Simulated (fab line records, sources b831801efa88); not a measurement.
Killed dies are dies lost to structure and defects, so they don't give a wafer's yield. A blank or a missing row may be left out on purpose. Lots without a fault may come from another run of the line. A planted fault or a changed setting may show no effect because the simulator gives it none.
One fault seen from 2 desks | flow gf180mcu | each desk has only its own numbers; what lay behind them comes last

THE METROLOGY DESK
What the gauges read, lot by lot, whatever tool the lot ran on: means of the sampled wafers that have a number. A lot is out of limits, marked OUT, if its mean lies more than 4 standard deviations from the usual mean; the brackets give that distance.
Columns: A = NSD_TW at GF_NSD_TW_MEAS_12, usual 4234; B = PSD_OVL at GF_PSD_OVL_MEAS_08, usual -0.7 nm; C = NSD_RS at GF_PSD_RS_MEAS_14, usual 46.11 ohm/sq; D = PSD_RS at GF_PSD_RS_MEAS_15, usual 107.74 ohm/sq
lot  | first seen here | A    | B    | C               | D
L556 | day 13 14:59    | 4181 | 1.7  | 46.08           | 107.36
L558 | day 14 04:43    | 4250 | -1.2 | 46.16           | 107.77
L559 | day 14 09:29    | 4243 | -2.3 | 46.21           | 108.06
L560 | day 14 16:38    | 4227 | -0.4 | 46.14           | 107.58
L566 | day 16 19:05    | 4209 | 1.2  | 44.98 (-12) OUT | 105.54 (-8.1) OUT
L567 | day 17 05:04    | 4245 | -1.4 | 44.80 (-14) OUT | 105.72 (-7.5) OUT
L573 | day 19 06:38    | 4253 | -2.3 | 46.17           | 107.87
L575 | day 19 20:41    | 4212 | 0.6  | 46.16           | 107.90
L576 | day 20 07:41    | 4226 | -1.8 | 46.07           | 107.50
L577 | day 20 13:44    | 4238 | -1.4 | 46.12           | 107.77
L578 | day 20 23:02    | 4213 | -1.2 | 46.04           | 107.35
L579 | day 21 04:31    | 4229 | -0.3 | 46.11           | 107.99
This desk's finding: out of limits on L566, L567; first on L566, day 17 18:52 (NSD_RS at GF_PSD_RS_MEAS_14). In limits: L556, L558, L559, L560, L573, L575, L576, L577, L578, L579.

THE TOOL OWNER'S DESK: rtp_anneal-02
The tool's own readings at GF_PSD_RTA_13 (time 20 s): means of the sampled wafers that have a number, for each lot that ran on this tool. A lot is out of limits, marked OUT, if its mean lies more than 4 standard deviations from the usual mean; the brackets give that distance.
Columns: A = anneal_temp_c_max at GF_PSD_RTA_13, usual 1030.7; B = lamp_power_pct at GF_PSD_RTA_13, usual 33 %; C = run_length_s at GF_PSD_RTA_13, usual 48.7 s; D = wafer_temp_C_max at GF_PSD_RTA_13, usual 1030.9
lot  | first seen here | A      | B  | C              | D
L558 | day 15 01:37    | 1031.0 | 29 | 48.8           | 1030.6
L560 | day 15 14:17    | 1030.5 | 29 | 48.9           | 1029.8
L566 | day 17 18:46    | 1030.6 | 29 | 55.1 (+21) OUT | 1031.2
L567 | day 18 04:52    | 1031.9 | 29 | 55.2 (+22) OUT | 1029.9
L575 | day 20 21:08    | 1030.6 | 29 | 48.7           | 1029.9
L577 | day 21 14:04    | 1031.4 | 29 | 49.0           | 1029.1
L578 | day 21 23:29    | 1030.6 | 29 | 49.0           | 1029.9
This desk's finding: out of limits on L566, L567; first on L566, day 17 18:46 (run_length_s at GF_PSD_RTA_13). In limits: L558, L560, L575, L577, L578.

PUT TOGETHER
The tool owner's desk could have raised an alarm at day 17 18:46, on L566, L567.
The metrology desk could have raised an alarm at day 17 18:52, on L566, L567.
Of the lots named, all ran GF_PSD_RTA_13 on rtp_anneal-02.

WHAT THE SIMULATOR HAD PUT IN
Process parameter drift: rtp_anneal-02, from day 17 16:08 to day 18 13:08, at GF_PSD_RTA_13. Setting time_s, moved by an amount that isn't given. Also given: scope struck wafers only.
Lots struck among those shown: L566, L567.
Hours from the fault's start to each desk's first reading out of limits: the tool owner's desk, 3; the metrology desk, 3.
